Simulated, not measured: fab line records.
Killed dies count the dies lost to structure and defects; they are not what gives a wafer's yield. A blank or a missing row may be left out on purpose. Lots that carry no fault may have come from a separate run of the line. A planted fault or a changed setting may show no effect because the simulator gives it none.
Struck lot and sound lot, side by side || flow sky130 || 15 out of 708 route steps
Sound: these wafers, L327.2, L327.3, L327.6. The struck wafers were L337.1, L337.4, L337.6. The cause is named last.
Order at every step that has rows: each side's tool, ch and its chambers, its first start. Under that, the readings that differ: sound wafers || struck wafers || difference of the means || sigmas: that difference in standard deviations of wafers without a fault.
alike: same words and numbers on both sides, and readings whose means sit less than 2 such deviations apart. not compared: any withheld reading, any reading some wafer has no value for, any bound like >300 that may hide the same value, and any number with overlapping values for which the record gives no deviation.
A row with sigmas, a row that says differs or no value, or rows on one side alone: a step with any of these is where the two part. Numbers that have no deviation but don't overlap get no sigmas and don't part them. A reading missing from all wafers of one side parts the sides only when that side holds two or more wafers.

first, 1 step without rows for these wafers: SKY_FIELD_ISO_OXIDATION_22 (stabilise 600 s, purge 300 s, target thk 10 nm).
SKY_FIELD_ISO_THK_MEAS_23:
  struck on film-metro-04, day 6 10:04; sound on film-metro-04, day 3 22:05
  alike: FIELD_ISO_OXIDATION_01_THK
then, 1 step without rows for these wafers: SKY_FIELD_ISO_CVD_24 (deposits SiO2, target thk 595 nm, time 99.2 s).
SKY_FIELD_ISO_THK_MEAS_25:
  struck on film-metro-01, day 6 10:11; sound on film-metro-04, day 3 22:18
  alike: FIELD_ISO_CVD_24_THK
then, 1 step without rows for these wafers: SKY_FIELD_ISO_ANNEAL_26 (time 1800 s).
SKY_FIELD_ISO_CMP_27: polishes, stops on Si3N4, t overpolish 16 s, target thk 457.8 nm.
  sound on cmp-02 ch 1,2,3, day 4 08:13; struck on cmp-01 ch 2,3, day 6 14:23
  alike: motor-current-A, overpolish-run-s, time-to-endpoint-s
then, 5 steps without rows for these wafers: SKY_FIELD_ISO_WET_ETCH_28 (etches SiO2 in dHF, target depth 23.7 nm, time 47 s); SKY_FIELD_ISO_WET_ETCH_29 (etches Si3N4 in H3PO4, target depth 160 nm, time 1825 s); SKY_FIELD_ISO_WET_ETCH_30 (etches SiO2 in dHF, target depth 25 nm, time 50 s); SKY_NWELL_CLEAN_00 (cleans in SC1/SC2, time 150 s); SKY_NWELL_OXIDATION_01 (stabilise 600 s, purge 300 s, target thk 10 nm).
SKY_NWELL_THK_MEAS_02:
  struck on film-metro-02, day 6 18:16; sound on film-metro-02, day 4 10:48
  alike: NWELL_OXIDATION_THK
SKY_DNWELL_DEHYDRATE_00: time 60 s.
  sound on litho-track-02 ch 0, day 4 18:14; struck on litho-track-02 ch 0, day 7 02:55
{"reading": "run-length-s (s)", "sound": "88.99 89.01 88.94", "struck": "95.32 95.50 95.07", "difference": "+6.32", "sigmas": "+32"}
  alike: exhaust-pa
then, 1 step without rows for these wafers: SKY_DNWELL_HMDS_01 (prime time 60 s).
-- the record jumps here: 43 days lie between the struck wafers' starts before and after (it left off in module DNWELL and takes up again in module PAD_OPEN, whose first step shown is number 708 of the route) --
SKY_PAD_OPEN_PROBE_99:
  struck on prober-01, day 50 14:15; sound on prober-01, day 48 01:32
  alike: killed_at_M0_to_M3, killed_at_M4_up, killed-at-contacts, killed-at-front-end, killed-at-other, killed-dies, killed-open, killed-short

== WHERE THEY PART ==
Within this record, at SKY_DNWELL_DEHYDRATE_00 only. Later steps at which nothing parts them and some readings are alike: SKY_PAD_OPEN_PROBE_99.

WHY: what the simulator had put in
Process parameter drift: litho-track-02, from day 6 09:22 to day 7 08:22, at SKY_DNWELL_DEHYDRATE_00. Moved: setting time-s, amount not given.
